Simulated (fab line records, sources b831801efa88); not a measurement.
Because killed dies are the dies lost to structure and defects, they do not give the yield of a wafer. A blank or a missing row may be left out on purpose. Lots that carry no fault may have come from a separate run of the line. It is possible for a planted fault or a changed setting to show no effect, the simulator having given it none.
Code-filled problem report in 8D (eight disciplines) form || flow gf180mcu || the parts of the form that need people (team, actions taken, sign-off) are left out

1. THE ISSUE
Wafers without a fault read 280.1 nm, standard deviation 1; cd_nm at GF_M5_CD_MEAS_07 reads a mean of 256.6 nm on 6 wafers belonging to 2 lots. Relative to the usual mean, that is a shift of -23 standard deviations.
The step: target cd 280 nm.
First seen on wafer L912.2, day 31 13:56, on cd_sem-02. At this step, 36 wafers from 12 lots have a number in the record. Rule for "out" (also "out of limits"): further than 4 standard deviations from the usual mean. All remaining wafers that have a number are taken as sound.

2. WHAT IT IS AND WHAT IT IS NOT
{"question": "which readings at this step", "is": "cd_nm", "is not": "-"}
{"question": "which lots", "is": "L912, L913", "is not": "L894, L898, L899, L901, L902, L903, L905, L906, L911, L917"}
{"question": "which wafers of those lots", "is": "all that have a number", "is not": "-"}
{"question": "read on which gauges", "is": "cd_sem-02", "is not": "cd_sem-01"}
{"question": "when", "is": "from day 31 13:56", "is not": "up to then (27 sound wafers); but 3 sound wafers of L917 came after"}

3. SUSPECTS, AND WHAT RULES EACH OUT
Counting: any tool at a process step up to the reading is kept as a suspect provided that every lot that is out went through it and no sound lot did after the first of them.
- the gauge at GF_M5_CD_MEAS_07 is ruled out. All the wafers that are out were read on cd_sem-02, but those of them that GF_M5_PEB_05 has rows for are out there too, on other tools.
- pvd_sputter-01 at GF_V4_SPUTTER_21 (material Ti, target thk 15 nm, time 80.02 s): kept. Every lot that is out went through it, starting with L912 (day 30 01:09), and after that it ran no sound lot; the last sound lot it ran before then is L906 (day 28 08:08).
- litho_track-03 at GF_M5_PEB_05 (peb time 90 s): kept. Every lot that is out went through it, starting with L912 (day 31 13:37), and after that it ran no sound lot; the last sound lot it ran before then is L905 (day 29 22:44). On those wafers its own readings are out: heater_power_total_W, plate_temp_C.
What counting leaves: pvd_sputter-01 at GF_V4_SPUTTER_21 and litho_track-03 at GF_M5_PEB_05.

4. THE CAUSE (what the simulator had put in)
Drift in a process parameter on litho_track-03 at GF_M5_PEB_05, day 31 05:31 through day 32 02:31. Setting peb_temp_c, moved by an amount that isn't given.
2 suspects survive the count, and this tool is in that group.

5. SEQUENCE OF EFFECTS, ordered by route
Each row: a reading whose mean over the struck wafers that have a number lies more than 3 standard deviations from the usual. Only readings for which the record gives a usual standard deviation are gone through. hours: the time from each lot's start at the first step in this table that gives one to its start at this step, as a median over the lots. sigmas: the change in usual standard deviations.
{"hours": 0, "step": "GF_M5_PEB_05", "reading": "heater_power_total_W", "usual": "85.70 W", "on struck wafers": 101.55, "change": "+15.85", "sigmas": "+99 or more"}
{"hours": 0, "step": "GF_M5_PEB_05", "reading": "plate_temp_C", "usual": "134.99 C", "on struck wafers": 153.94, "change": "+18.95", "sigmas": "+99 or more"}
{"hours": 0, "step": "GF_M5_CD_MEAS_07", "reading": "cd_nm", "usual": "280.1 nm", "on struck wafers": 256.6, "change": -23.5, "sigmas": -23}
Here are the process steps it includes:
- GF_M5_PEB_05: peb time 90 s.

6. HOW IT WOULD HAVE BEEN CAUGHT EARLIER
The first out-of-limits reading at a measuring or inspecting step in this record came at day 31 13:56, 8 hours after the fault's start at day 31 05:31.
Tool's own readings at GF_M5_PEB_05, heater_power_total_W, plate_temp_C: out on all struck wafers the step has rows for; an alarm limit on them would have tripped on the first.
Among the 2 lots that are out, L913 began GF_M5_PEB_05 on litho_track-03 after day 31 13:56. Putting the tool on hold at that point would have spared it.
